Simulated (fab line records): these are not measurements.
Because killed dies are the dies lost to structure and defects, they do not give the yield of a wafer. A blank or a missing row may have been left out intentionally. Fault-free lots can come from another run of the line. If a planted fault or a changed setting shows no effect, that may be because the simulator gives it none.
fab line records	flow sky130
[record] lots = 5	wafers = 15	lastDay = 50
route steps=708 shown VIA3@589 METAL4@598 PAD_OPEN@708
lots with no fault: from the same line, run without faults
startH: hours from the record's first day to the start of the lot's first wafer shown	waitH: how many hours have passed since the lot's step before this one	" the same as in the row above	L1.1+2: several wafers, shown together as one row	- value missing, or start not given	* or withheld: withheld	< > ~ a bound
route shown NAME@n: names a module that has steps shown in the file, with the first one's number in the route	usual: mean/standard deviation taken from wafers without a fault	same: alike in all rows	chamber/n: place in a boat	sites: readings site by site	_std_site: their standard deviation	_edge_site: outer sites' mean less inner sites'	radiusMm: for every site, how far away it sits from the centre of the wafer	mask NAME#n: copy n	behind: the most recent tool/chamber to have shaped the wafer	hold: why the lot went on hold/how many hours it stayed there/how the hold came to an end	device: names the non-switching transistor (n, p or np)	end of line: the route-end tests of the same wafers	where a step has no rows: the recipe by itself	killed: dies that structure and defects cost at the first sort, which is not the same as the wafer's yield	map: a wafer's dies, marking killed ones x, the rest . and places with no die _
set.NAME: the setting that was run; set.NAME@STEP: the one run at that earlier step	model.NAME: the simulator's own value behind a step, which no gauge read
lots at some steps of the route; a table a step, a row a wafer
services: from which hour (startH, from the record's first day; less than 0 if before it) a tool's chamber was out of use, for how many hours, and why
[[steps]]
[step SKY_VIA3_STRIP_16]
[recipe] chemistry = O2/N2	powerW = 1400	pressureMtorr = 1500	platenTempC = withheld	o2FlowSccm = 3000	n2FlowSccm = 300	overashFraction = 0.5
[usual] drypumpMotorCurrentA = 5.7/0.47	oesProductAu = 0.403/0.0047	stripTimeToEndpointS = 4.15/0.037
lot.wafer	tool	chamber	startH	waitH	drypumpMotorCurrentA	oesProductAu	rfHoursCounterH	stripTimeToEndpointS
L446.2	plasmaAsher-03	1	1017.84	0.0	6.0	0.407	127	4.13
L446.4	"	0	"	"	5.1	0.402	-	4.18
L446.6	"	1	"	"	6.0	0.398	-	4.20
L448.2	plasmaAsher-03	1	1023.91	0.0	6.0	0.410	127	4.15
L448.4	"	0	"	"	5.1	0.405	-	4.19
L448.6	"	0	"	"	5.1	0.409	-	4.15
L452.2	plasmaAsher-03	0	1050.99	0.0	5.1	0.396	130	4.14
L452.3	"	1	"	"	6.0	0.411	-	4.13
L452.6	"	0	"	"	5.1	0.407	-	4.15
L453.1	plasmaAsher-01	1	1056.01	0.0	5.4	0.411	32	4.18
L453.3	"	0	"	"	6.4	0.405	-	4.18
L453.5	"	1	"	"	5.4	0.406	-	4.20
L457.2	plasmaAsher-03	1	1080.51	0.0	6.0	0.402	1	4.19
L457.4	"	0	"	"	5.1	0.407	-	4.18
L457.6	"	0	"	"	5.1	0.402	-	4.06
[step SKY_VIA3_STRIP_17]
[recipe] chemistry = postEtchResidueRemover	timeS = 1200	tempC = 72.5
[step SKY_VIA3_CLEAN_18]
[recipe] chemistry = IPA	timeS = 180	tempC = 25
[step SKY_VIA3_CLEAN_19]
[recipe] chemistry = O3/DIW	dry = n2Spin
[step SKY_VIA3_SPUTTER_20]
[recipe] material = TiN	targetThkNm = 20	chamberPressurePa = 5	powerW = 4000	timeS = 80
[usual] throttleValvePct = 29.9/0.65
lot.wafer	tool	chamber	startH	waitH	throttleValvePct
L446.2	pvdSputter-04	-	1018.44	0.0	29.2
L446.4	"	-	"	"	29.3
L446.6	"	-	"	"	29.3
L448.2	pvdSputter-02	-	1024.50	0.0	30.1
L448.4	"	-	"	"	30.3
L448.6	"	-	"	"	30.4
L452.2	pvdSputter-04	-	1051.58	0.0	29.0
L452.3	"	-	"	"	29.4
L452.6	"	-	"	"	29.5
L453.1	pvdSputter-03	-	1056.60	0.0	29.8
L453.3	"	-	"	"	30.7
L453.5	"	-	"	"	31.1
L457.2	pvdSputter-04	-	1081.10	0.0	29.7
L457.4	"	-	"	"	29.1
L457.6	"	-	"	"	29.7
[step SKY_VIA3_CVD_21]
[recipe] material = W	targetThkNm = 390	timeS = 117.31	tempC = 400	pressureTorr = 40
[step SKY_VIA3_RS_MEAS_22]
[recipe] thkMeasGauge = four-point-probe	reads = W_of_VIA3_CVD_21+TiN_of_VIA3_SPUTTER_20
[usual] VIA3_W_RS = 0.292/0.0061
lot.wafer	tool	chamber	startH	waitH	VIA3_W_RS[ohm/sq]
L446.2	filmMetro-03	-	1018.64	0.1	0.291
L446.4	"	-	"	"	0.292
L446.6	"	-	"	"	0.291
L448.2	filmMetro-01	-	1024.70	0.1	0.288
L448.4	"	-	"	"	0.286
L448.6	"	-	"	"	0.288
L452.2	filmMetro-01	-	1051.79	0.1	0.289
L452.3	"	-	"	"	0.283
L452.6	"	-	"	"	0.285
L453.1	filmMetro-03	-	1056.79	0.1	0.306
L453.3	"	-	"	"	0.298
L453.5	"	-	"	"	0.296
L457.2	filmMetro-01	-	1081.30	0.1	0.293
L457.4	"	-	"	"	0.294
L457.6	"	-	"	"	0.296
[step SKY_VIA3_THK_MEAS_23]
[recipe] thkMeasGauge = xrf	reads = W_of_VIA3_CVD_21
[usual] VIA3_W_THK = 386/7.3
lot.wafer	tool	chamber	startH	waitH	VIA3_W_THK[nm]
L446.2	filmMetro-03	-	1018.75	0.1	389
L446.4	"	-	"	"	391
L446.6	"	-	"	"	393
L448.2	filmMetro-01	-	1024.81	0.1	387
L448.4	"	-	"	"	393
L448.6	"	-	"	"	388
L452.2	filmMetro-01	-	1051.90	0.1	380
L452.3	"	-	"	"	389
L452.6	"	-	"	"	386
L453.1	filmMetro-03	-	1056.91	0.1	371
L453.3	"	-	"	"	380
L453.5	"	-	"	"	382
L457.2	filmMetro-01	-	1081.41	0.1	379
L457.4	"	-	"	"	378
L457.6	"	-	"	"	376
[step SKY_VIA3_CMP_24]
[recipe] stopOn = SiO2	tOverpolishS = 20	downForcePsi = 3.5	platenRpm = 61.08	targetThkNm = 0	padVelocityMS = 0.94248
[step SKY_METAL4_SPUTTER_00]
[recipe] material = Ti	targetThkNm = 15	powerW = 3000	timeS = 10	chamberPressurePa = 0.4
[usual] throttleValvePct = 29.5/0.67
lot.wafer	tool	chamber	startH	waitH	throttleValvePct
L446.2	pvdSputter-03	-	1019.10	0.2	30.7
L446.4	"	-	"	"	28.9
L446.6	"	-	"	"	29.5
L448.2	pvdSputter-04	-	1025.16	0.1	28.9
L448.4	"	-	"	"	29.1
L448.6	"	-	"	"	29.5
L452.2	pvdSputter-01	-	1052.25	0.1	28.6
L452.3	"	-	"	"	29.1
L452.6	"	-	"	"	28.9
L453.1	pvdSputter-04	-	1057.27	0.1	29.2
L453.3	"	-	"	"	29.2
L453.5	"	-	"	"	29.4
L457.2	pvdSputter-03	-	1081.76	0.1	30.8
L457.4	"	-	"	"	29.7
L457.6	"	-	"	"	29.7
[step SKY_METAL4_SPUTTER_01]
[recipe] material = TiN	targetThkNm = 20	powerW = 6500	timeS = 16.7	chamberPressurePa = 0.4
[step SKY_METAL4_SPUTTER_02]
[recipe] material = AlCu	targetThkNm = 735	powerW = 10600	timeS = 39.1	chamberPressurePa = 0.4
[usual] throttleValvePct = 29.5/0.69
lot.wafer	tool	chamber	startH	waitH	throttleValvePct
L446.2	pvdSputter-03	-	1019.15	0.0	30.7
L446.4	"	-	"	"	29.1
L446.6	"	-	"	"	29.9
L448.2	pvdSputter-04	-	1025.21	0.0	29.0
L448.4	"	-	"	"	29.5
L448.6	"	-	"	"	29.5
L452.2	pvdSputter-01	-	1052.29	0.0	27.9
L452.3	"	-	"	"	29.4
L452.6	"	-	"	"	28.8
L453.1	pvdSputter-04	-	1057.32	0.0	29.6
L453.3	"	-	"	"	29.4
L453.5	"	-	"	"	29.4
L457.2	pvdSputter-03	-	1081.81	0.0	30.8
L457.4	"	-	"	"	29.6
L457.6	"	-	"	"	29.8
[step SKY_METAL4_SPUTTER_03]
[recipe] material = Ti	targetThkNm = 5	powerW = 3000	timeS = 3.3	chamberPressurePa = 0.4
[usual] throttleValvePct = 29.5/0.69
lot.wafer	tool	chamber	startH	waitH	throttleValvePct	model.Ti_of_METAL4_SPUTTER_03.thkNm
L446.2	pvdSputter-03	-	1019.19	0.0	31.1	4.783
L446.4	"	-	"	"	28.9	5.036
L446.6	"	-	"	"	29.9	4.641
L448.2	pvdSputter-04	-	1025.25	0.0	29.0	4.941
L448.4	"	-	"	"	29.3	4.9
L448.6	"	-	"	"	29.3	4.928
L452.2	pvdSputter-01	-	1052.33	0.0	28.4	4.951
L452.3	"	-	"	"	29.2	4.992
L452.6	"	-	"	"	28.7	4.997
L453.1	pvdSputter-04	-	1057.35	0.0	29.5	4.927
L453.3	"	-	"	"	29.3	5.044
L453.5	"	-	"	"	29.6	5.091
L457.2	pvdSputter-03	-	1081.85	0.0	30.9	4.932
L457.4	"	-	"	"	29.6	4.982
L457.6	"	-	"	"	29.9	5.032
[step SKY_METAL4_SPUTTER_04]
[recipe] material = TiN	targetThkNm = 70	powerW = 6500	timeS = 58.3	chamberPressurePa = 0.4
[usual] throttleValvePct = 29.5/0.68
lot.wafer	tool	chamber	startH	waitH	throttleValvePct
L446.2	pvdSputter-03	-	1019.21	0.0	30.8
L446.4	"	-	"	"	29.1
L446.6	"	-	"	"	29.7
L448.2	pvdSputter-04	-	1025.27	0.0	29.1
L448.4	"	-	"	"	29.1
L448.6	"	-	"	"	29.3
L452.2	pvdSputter-01	-	1052.35	0.0	28.4
L452.3	"	-	"	"	29.1
L452.6	"	-	"	"	28.8
L453.1	pvdSputter-04	-	1057.37	0.0	29.7
L453.3	"	-	"	"	29.1
L453.5	"	-	"	"	29.5
L457.2	pvdSputter-03	-	1081.87	0.0	30.6
L457.4	"	-	"	"	29.8
L457.6	"	-	"	"	29.8
[step SKY_PAD_OPEN_PROBE_99]
[usual] defectLimitedYield = 82.4/1.9	killed_at_M0_to_M3 = 43/7.5	killed_at_M4_up = 3.2/1.9	killedAtContacts = 24/4.9	killedAtFrontEnd = 15/4.3	killedAtOther = 0.4/0.72	killedDies = 86/9.1	killedOpen = 47/6.5	killedShort = 39/6.5	sort_bin_3_pad_short = 0.9/0.43	sort_bin_5_function = 10.4/1.3	sort_bin_6_memory = 6.3/1.2	sortNPass = 406/9.1	sortYieldPct = 82.4/1.9
[same] grossDies = 492	killedAtBackSide = 0	sort_bin_4_leakage[%] = 0	sort_bin_8_speed[%] = 0
lot.wafer	tool	chamber	startH	waitH	defectLimitedYield[%]	killed_at_M0_to_M3	killed_at_M4_up	killedAtContacts	killedAtFrontEnd	killedAtOther	killedDies	killedOpen	killedShort	sort_bin_3_pad_short[%]	sort_bin_5_function[%]	sort_bin_6_memory[%]	sortNPass	sortYieldPct[%]
L446.2	prober-02	-	1151.04	0.1	78.5	58	3	25	20	0	106	49	57	0.6	13.2	7.7	386	78.5
L446.4	prober-02	-	1151.14	0.2	82.5	38	6	25	17	0	86	53	33	0.6	10.0	6.9	406	82.5
L446.6	prober-02	-	1151.24	0.2	80.5	56	1	24	15	0	96	51	45	0.8	12.0	6.7	396	80.5
L448.2	prober-02	-	1156.21	0.1	81.1	47	5	21	20	0	93	44	49	1.0	10.8	7.1	399	81.1
L448.4	prober-02	-	1156.31	0.2	82.1	45	3	28	12	0	88	41	47	1.2	11.6	5.1	404	82.1
L448.6	prober-02	-	1156.41	0.2	83.7	45	1	24	10	0	80	52	27	0.8	10.4	5.1	412	83.7
L452.2	prober-02	-	1176.35	0.1	82.3	55	5	16	11	0	87	51	36	0.8	9.8	7.1	405	82.3
L452.3	prober-02	-	1176.40	0.2	82.7	33	5	27	20	0	85	49	36	0.6	10.6	6.1	407	82.7
L452.6	prober-02	-	1176.55	0.2	82.3	42	4	25	15	1	87	57	30	1.0	9.8	6.9	405	82.3
L453.1	prober-01	-	1184.15	0.1	79.9	41	1	36	21	0	99	57	42	1.2	10.6	8.3	393	79.9
L453.3	prober-01	-	1184.25	0.2	80.3	40	6	36	15	0	97	51	45	1.4	10.4	7.9	395	80.3
L453.5	prober-01	-	1184.35	0.2	80.7	47	7	21	19	1	95	41	49	0.4	11.2	7.7	397	80.7
L457.2	prober-01	-	1200.85	0.1	82.7	51	1	17	15	1	85	48	37	1.4	10.0	5.9	407	82.7
L457.4	prober-01	-	1200.95	0.2	84.3	28	4	30	15	0	77	42	34	0.4	8.9	6.3	415	84.3
L457.6	prober-01	-	1201.05	0.2	83.3	38	1	22	20	1	82	43	39	0.8	9.3	6.5	410	83.3
// killed by level:class
L446.2 VIA1:geometricParticle:short=12 VIA1:geometricParticle:open=11 VIA3:geometricParticle:open=10 METAL2:geometricParticle:short=8 LOCAL_INTERCONNECT:geometricParticle:short=6 CONTACT:geometricParticle:short=6 CONTACT:geometricParticle:open=6 POLY_GATE:geometricParticle:open=5
L446.4 VIA1:geometricParticle:open=12 CONTACT:geometricParticle:open=10 LI_CONTACT:geometricParticle:open=7 VIA1:geometricParticle:short=6 FIELD_ISO:geometricParticle:open=5 VIA3:geometricParticle:open=5 LOCAL_INTERCONNECT:geometricParticle:short=4 POLY_GATE:geometricParticle:short=4
L446.6 CONTACT:geometricParticle:open=10 VIA2:geometricParticle:open=8 VIA1:geometricParticle:open=8 LI_CONTACT:geometricParticle:open=7 FIELD_ISO:geometricParticle:short=6 METAL1:geometricParticle:short=6 VIA1:geometricParticle:short=6 METAL2:geometricParticle:short=6
L448.2 VIA3:geometricParticle:open=13 FIELD_ISO:geometricParticle:open=7 FIELD_ISO:geometricParticle:short=6 CONTACT:geometricParticle:open=6 VIA1:geometricParticle:open=6 METAL4:geometricParticle:short=5 METAL1:geometricParticle:short=5 VIA1:geometricParticle:short=5
L448.4 METAL1:geometricParticle:short=10 VIA3:geometricParticle:open=9 CONTACT:geometricParticle:short=7 LI_CONTACT:geometricParticle:open=6 VIA1:geometricParticle:open=6 VIA2:geometricParticle:open=6 FIELD_ISO:geometricParticle:short=5 LOCAL_INTERCONNECT:geometricParticle:short=5
L448.6 VIA1:geometricParticle:open=11 CONTACT:geometricParticle:open=10 VIA3:geometricParticle:open=9 CONTACT:geometricParticle:short=6 VIA2:geometricParticle:open=6 FIELD_ISO:geometricParticle:open=5 LI_CONTACT:geometricParticle:open=5 METAL1:geometricParticle:short=4
L452.2 VIA1:geometricParticle:open=14 METAL2:geometricParticle:short=9 VIA2:geometricParticle:open=7 CONTACT:geometricParticle:open=6 LI_CONTACT:geometricParticle:open=6 VIA1:geometricParticle:short=6 POLY_GATE:geometricParticle:short=4 VIA3:geometricParticle:open=4
L452.3 VIA1:geometricParticle:open=10 CONTACT:geometricParticle:open=10 LI_CONTACT:geometricParticle:open=7 FIELD_ISO:geometricParticle:open=6 FIELD_ISO:geometricParticle:short=6 METAL4:geometricParticle:short=5 POLY_GATE:geometricParticle:short=4 METAL3:geometricParticle:short=4
L452.6 VIA1:geometricParticle:open=12 LI_CONTACT:geometricParticle:open=9 VIA2:geometricParticle:open=9 CONTACT:geometricParticle:open=8 VIA3:geometricParticle:open=7 POLY_GATE:geometricParticle:open=5 METAL1:geometricParticle:short=4 LI_CONTACT:geometricParticle:short=4
L453.1 LI_CONTACT:geometricParticle:open=12 CONTACT:geometricParticle:open=11 FIELD_ISO:geometricParticle:open=9 METAL2:geometricParticle:short=8 VIA2:geometricParticle:open=8 LOCAL_INTERCONNECT:geometricParticle:short=6 VIA1:geometricParticle:open=6 CONTACT:geometricParticle:short=4
L453.3 CONTACT:geometricParticle:open=15 LI_CONTACT:geometricParticle:open=7 METAL2:geometricParticle:short=7 LOCAL_INTERCONNECT:geometricParticle:short=6 VIA1:geometricParticle:short=6 VIA2:geometricParticle:open=5 POLY_GATE:geometricParticle:open=4 METAL2:geometricParticle:open=4
L453.5 METAL1:geometricParticle:short=7 FIELD_ISO:geometricParticle:short=6 VIA2:geometricParticle:open=6 VIA3:geometricParticle:open=6 FIELD_ISO:geometricParticle:open=5 LOCAL_INTERCONNECT:geometricParticle:short=5 CONTACT:geometricParticle:short=5 VIA1:geometricParticle:open=5
L457.2 VIA1:geometricParticle:open=16 LI_CONTACT:geometricParticle:open=8 POLY_GATE:geometricParticle:short=6 METAL2:geometricParticle:short=5 FIELD_ISO:geometricParticle:open=4 CONTACT:geometricParticle:open=4 VIA1:geometricParticle:short=4 METAL1:geometricParticle:short=4
L457.4 LI_CONTACT:geometricParticle:open=10 CONTACT:geometricParticle:open=8 VIA2:geometricParticle:open=6 FIELD_ISO:geometricParticle:short=5 CONTACT:geometricParticle:short=5 METAL1:geometricParticle:short=5 FIELD_ISO:geometricParticle:open=4 LOCAL_INTERCONNECT:geometricParticle:open=4
L457.6 CONTACT:geometricParticle:open=9 VIA1:geometricParticle:open=7 LI_CONTACT:geometricParticle:open=6 POLY_GATE:geometricParticle:short=5 METAL1:geometricParticle:short=5 VIA2:geometricParticle:short=5 FIELD_ISO:geometricParticle:short=4 FIELD_ISO:geometricParticle:open=4
[[services]]
tool	chamber	startH	hours	kind
pvdSputter-03	-	998.02	3.0	repair
pvdSputter-03	-	1011.24	1.3	repair
plasmaAsher-01	-	1017.71	6.1	repair
pvdSputter-02	-	1034.83	4.2	repair
pvdSputter-04	-	1037.13	13.5	repair
pvdSputter-03	0	1046.39	-	consumableReplace:kit
pvdSputter-03	0	1046.39	18.0	scheduledDown
pvdSputter-03	0	1046.39	18.0	ventCycle
plasmaAsher-03	-	1055.34	9.0	pm
plasmaAsher-03	0	1055.34	9.0	ventCycle
plasmaAsher-03	1	1055.34	9.0	ventCycle
plasmaAsher-03	0	1064.34	-	clean
plasmaAsher-03	1	1064.34	-	clean
pvdSputter-01	3	1069.78	-	consumableReplace:kit
pvdSputter-01	3	1069.78	18.0	scheduledDown
pvdSputter-01	3	1069.78	18.0	ventCycle
[[key]]
firstSign none at tools or gauges
[modelEffect] step = SKY_METAL4_SPUTTER_03	value = Ti_of_METAL4_SPUTTER_03.thkNm	without = 4.855	struck = 4.641
metAt SKY_METAL4_SPUTTER_03
struckWafers L446.6
[fault] kind = processParameterDrift	tool = pvdSputter-03	chamber = -	onsetH = 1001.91	steps = SKY_METAL4_SPUTTER_03	channel = timeS	offset = *	shape = step	endH = 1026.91	actsIn = *	stated = *	scope = struckWafersOnly
